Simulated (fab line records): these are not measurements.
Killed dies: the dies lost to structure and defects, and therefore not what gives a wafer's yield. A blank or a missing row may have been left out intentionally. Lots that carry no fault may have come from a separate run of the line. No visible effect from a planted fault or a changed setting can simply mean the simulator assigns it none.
A lot that was struck, set against a sound lot | flow gf180mcu | 16 steps out of a route of 602
Sound: the wafers L751.1, L751.2, L751.5. Struck: wafers L761.2, L761.5, L761.6. The cause is named last.
For every step that has rows: the tool of each side, followed by ch and its chambers, followed by its first start. Under that, the readings that differ: sound wafers | struck wafers | difference of the means | sigmas: that difference in standard deviations of wafers without a fault.
alike: readings whose means differ by less than 2 such deviations, and words and numbers that are the same on both sides. not compared: withheld readings, readings that some wafer has no value for, bounds like >300 that may hide the same value, and numbers for which the record gives no deviation and whose values overlap.
A row with sigmas, a row that says differs or no value, or rows on one side alone: a step with any of these is where the two part. Numbers that have no deviation but don't overlap get no sigmas and don't part them. Lack of a reading on every wafer of one side parts them only where that side has two or more wafers.

first, 3 steps without rows for these wafers: GF_V5_EXPOSE_11 (exposes mask Via5, target cd 260 nm); GF_V5_PEB_12 (peb time 90 s); GF_V5_DEVELOP_13 (develop time 60 s).
GF_V5_CD_MEAS_14: target cd 260 nm.
  sound: cdSem-02 at day 27 02:36; struck: cdSem-02 at day 30 05:28
  alike: cdNm
GF_V5_OVL_MEAS_15:
  sound: overlay-02 at day 27 02:43; struck: overlay-01 at day 30 05:34
  alike: V5_OVL
GF_V5_ETCH_16: etches BARC in N2/H2.
  sound on rieDiel-01 ch 0,1,2, day 27 02:45; struck on rieDiel-03 ch 0,2,3, day 30 05:36
  alike: drypumpMotorCurrentA, oesProductAu, throttleValvePct
GF_V5_ETCH_17: etches SiO2 in C4F8/O2/Ar, stops on TiN, target depth 855 nm.
  sound on rieDiel-01 ch 0,1,2; struck on rieDiel-03 ch 0,2,3
  alike: oesProductAu
GF_V5_STRIP_18: strips in O2/N2.
  sound on plasmaAsher-03 ch 0,1, day 27 02:55; struck on plasmaAsher-03 ch 0,1, day 30 05:45
  alike: drypumpMotorCurrentA, heaterPowerW, oesProductAu
  not compared: rfHoursCounterH
then, 2 steps without rows for these wafers: GF_V5_STRIP_19 (strips in post etch residue remover, time 1200 s); GF_V5_CLEAN_20 (cleans in DIW).
GF_V5_SPUTTER_21: material Ti, target thk 15 nm, time 80.02 s.
  sound: pvdSputter-02 at day 27 03:26; struck: pvdSputter-01 at day 30 06:17
  alike: throttleValvePct
GF_V5_SPUTTER_22: material TiN, target thk 10 nm, time 40 s.
  sound: pvdSputter-02 at day 27 03:30; struck: pvdSputter-01 at day 30 06:21
  alike: throttleValvePct
GF_V5_CVD_23: deposits W, target thk 350 nm, time 104.9 s.
  sound on cvdW-02 ch 0,1, day 27 03:32; struck on cvdW-02 ch 0,1, day 30 06:23
reading                         | sound             | struck            | difference | sigmas
chamberPressureTorr (Torr)      | 39.85 39.92 40.01 | 37.21 37.13 37.07 | -2.79      | -31
model.W_of_V5_CVD_23.thkNm (nm) | 344.1 344.2 349.5 | 330.1 329.2 330.1 | -16.1      | 
  alike: heaterPowerW
GF_V5_RS_MEAS_24: uses a four-point probe to measure.
  sound: filmMetro-03 at day 27 03:39; struck: filmMetro-03 at day 30 06:31
reading          | sound             | struck            | difference | sigmas
V5_W_RS (ohm/sq) | 0.333 0.334 0.329 | 0.348 0.349 0.348 | +0.016     | +5
GF_V5_THK_MEAS_25: measures by xrf.
  sound: filmMetro-03 at day 27 03:46; struck: filmMetro-03 at day 30 06:38
reading       | sound       | struck      | difference | sigmas
V5_W_THK (nm) | 335 339 341 | 325 322 324 | -15        | -3
then, 1 step without rows for these wafers: GF_V5_CMP_26 (polishes, stops on SiO2, t overpolish 15 s, target thk 0 nm).

WHERE THEY PART
Earliest at GF_V5_CVD_23; latest, in this record, at GF_V5_THK_MEAS_25.

WHY: what had been put in by the simulator
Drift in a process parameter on cvdW-02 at GF_V5_CVD_23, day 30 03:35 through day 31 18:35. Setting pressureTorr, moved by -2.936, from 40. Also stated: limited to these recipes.
